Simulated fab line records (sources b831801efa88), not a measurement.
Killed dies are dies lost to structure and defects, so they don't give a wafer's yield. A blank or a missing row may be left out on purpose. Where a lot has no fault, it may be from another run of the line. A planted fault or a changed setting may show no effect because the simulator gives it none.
Which tool is to blame? ; flow sky130 ; 36 wafers from 12 lots sampled at 4 of the route's 708 steps

WHAT EACH GAUGE READ, for each wafer
SKY_PASSIVATION_THK_MEAS_01. Usual: PASSIVATION_CVD_00_THK gives 89.5 nm (standard deviation 1.2).
lot;measured;on;PASSIVATION_CVD_00_THK (nm);flag
L978;day 45 00:34;filmMetro-02;88.6 90.1 89.7;
L979;day 45 02:52;filmMetro-02;88.5 88.0 89.5;
L982;day 45 16:24;filmMetro-03;88.2 88.2 89.5;
L985;day 46 17:23;filmMetro-02;89.3 90.1 91.4;
L990;day 47 16:54;filmMetro-02;88.4 90.0 91.7;
L993;day 48 16:06;filmMetro-04;89.4 90.8 90.5;
L994;day 49 07:38;filmMetro-03;90.0 88.6 90.5;
L995;day 49 08:51;filmMetro-03;87.3 87.3 87.3;
L999;day 49 21:36;filmMetro-04;89.0 90.0 90.9;
L997;day 49 23:37;filmMetro-02;88.8 88.0 89.5;
L100;day 50 04:47;filmMetro-04;90.4 89.4 89.3;
L101;day 50 07:41;filmMetro-04;89.2 90.9 90.8;

WHICH TOOL RAN EACH LOT (tool, then ch and the chambers of the sampled wafers, then the start)
lot;SKY_CAP2M_STRIP_14;SKY_METAL5_DESCUM_14;SKY_METAL5_STRIP_16
L978;plasmaAsher-01 ch 0,1, day 41 22:04;rieMetal-04 ch 0,1, day 44 23:41;plasmaAsher-02 ch 0,1, day 44 23:57
L979;plasmaAsher-02 ch 0,1, day 42 00:26;rieMetal-04 ch 0, day 45 01:41;plasmaAsher-01 ch 0,1, day 45 02:13
L982;plasmaAsher-01 ch 0,1, day 42 13:14;rieMetal-03 ch 0,1, day 45 15:31;plasmaAsher-03 ch 0,1, day 45 15:47
L985;plasmaAsher-01 ch 0,1, day 43 18:04;rieMetal-03 ch 0,1, day 46 16:26;plasmaAsher-02 ch 0,1, day 46 16:44
L990;plasmaAsher-01 ch 0,1, day 44 19:04;rieMetal-01 ch 0,1, day 47 15:56;plasmaAsher-02 ch 0,1, day 47 16:13
L993;plasmaAsher-02 ch 0,1, day 45 21:34;rieMetal-04 ch 0,1, day 48 15:05;plasmaAsher-03 ch 0,1, day 48 15:23
L994;plasmaAsher-02 ch 0,1, day 46 14:20;rieMetal-03 ch 0,1, day 49 06:41;plasmaAsher-01 ch 0,1, day 49 06:58
L995;plasmaAsher-02 ch 0,1, day 46 16:10;rieMetal-01 ch 0,1, day 49 07:41;plasmaAsher-03 ch 0,1, day 49 07:58
L999;plasmaAsher-04 ch 0,1, day 47 08:38;rieMetal-04 ch 0,1, day 49 20:43;plasmaAsher-02 ch 0,1, day 49 20:59
L997;plasmaAsher-04 ch 0,1, day 47 11:44;rieMetal-01 ch 0,1, day 49 22:44;plasmaAsher-01 ch 0,1, day 49 23:00
L100;plasmaAsher-02 ch 0,1, day 47 15:40;rieMetal-04 ch 0,1, day 50 03:53;plasmaAsher-01 ch 0,1, day 50 04:11
L101;plasmaAsher-01 ch 0,1, day 47 20:14;rieMetal-03 ch 0,1, day 50 06:47;plasmaAsher-01 ch 0,1, day 50 07:04
- SKY_CAP2M_STRIP_14: strips in O2/N2.
- SKY_METAL5_DESCUM_14: chemistry O2, time 11 s.
- SKY_METAL5_STRIP_16: strips in O2/N2.

WHAT THE TOOLS THEMSELVES READ (means of the sampled wafers that have a number; where no wafer has one, the mark that the record gives instead)
SKY_CAP2M_STRIP_14. Usual: drypumpMotorCurrentA 5.8 A, standard deviation 0.44; oesProductAu 0.711 a.u., standard deviation 0.0045; stripTimeToEndpointS 12.67 s, standard deviation 0.053.
lot;tool;drypumpMotorCurrentA (A);oesProductAu (a.u.);stripTimeToEndpointS (s);flag
L978;plasmaAsher-01;6.4;0.713;12.62;
L979;plasmaAsher-02;5.4;0.715;12.64;
L982;plasmaAsher-01;6.4;0.716;12.77;
L985;plasmaAsher-01;6.4;0.714;12.69;
L990;plasmaAsher-01;6.4;0.712;12.70;
L993;plasmaAsher-02;5.4;0.710;12.69;
L994;plasmaAsher-02;5.4;0.713;12.64;
L995;plasmaAsher-02;5.4;0.712;12.62;
L999;plasmaAsher-04;5.5;0.708;12.60;
L997;plasmaAsher-04;5.6;0.713;12.66;
L100;plasmaAsher-02;5.4;0.710;12.72;
L101;plasmaAsher-01;6.5;0.710;12.60;

SKY_METAL5_DESCUM_14. Usual: drypumpMotorCurrentA 5.7 A, standard deviation 0.61; oesProductAu 0.999 a.u., standard deviation 0.013.
lot;tool;drypumpMotorCurrentA (A);oesProductAu (a.u.);flag
L978;rieMetal-04;6.6;1.007;
L979;rieMetal-04;6.2;1.005;
L982;rieMetal-03;5.1;0.998;
L985;rieMetal-03;5.1;1.004;
L990;rieMetal-01;5.5;0.991;
L993;rieMetal-04;6.6;1.006;
L994;rieMetal-03;5.1;0.996;
L995;rieMetal-01;5.5;0.989;
L999;rieMetal-04;6.6;1.003;
L997;rieMetal-01;5.5;0.991;
L100;rieMetal-04;6.6;1.007;
L101;rieMetal-03;5.1;0.987;

SKY_METAL5_STRIP_16. Usual: drypumpMotorCurrentA 6.0 A, standard deviation 0.51; oesProductAu 0.710 a.u., standard deviation 0.0046; stripTimeToEndpointS 13.05 s, standard deviation 0.17.
lot;tool;drypumpMotorCurrentA (A);oesProductAu (a.u.);stripTimeToEndpointS (s);flag
L978;plasmaAsher-02;5.4;0.709;12.90;
L979;plasmaAsher-01;6.4;0.709;13.00;
L982;plasmaAsher-03;6.0;0.705;12.97;
L985;plasmaAsher-02;5.4;0.707;12.93;
L990;plasmaAsher-02;5.4;0.710;13.23;
L993;plasmaAsher-03;6.0;0.708;12.89;
L994;plasmaAsher-01;6.5;0.712;13.01;
L995;plasmaAsher-03;5.7;0.708;13.06;
L999;plasmaAsher-02;5.4;0.712;12.91;
L997;plasmaAsher-01;6.4;0.711;13.23;
L100;plasmaAsher-01;6.4;0.710;12.83;
L101;plasmaAsher-01;6.4;0.711;13.12;

THE ANSWER, worked out from the rows above alone
Rule: take the mean of a lot's wafers that have a number; if it is more than 3 standard deviations from the usual mean, the lot is off. A lot without any number at a reading at which 4 lots or more have one is off too. Any other lot the step has rows for is counted as sound. Order of review: gauges by route order, followed by the tools' own readings, for which a lot's mean as printed above is used. The first step at which some lot is off is used, and at that step the reading that is off furthest; a lot without a number counts as furthest.
Nothing can be told from this: no lot is off at any reading shown.

WHAT THE SIMULATOR HAD INSERTED
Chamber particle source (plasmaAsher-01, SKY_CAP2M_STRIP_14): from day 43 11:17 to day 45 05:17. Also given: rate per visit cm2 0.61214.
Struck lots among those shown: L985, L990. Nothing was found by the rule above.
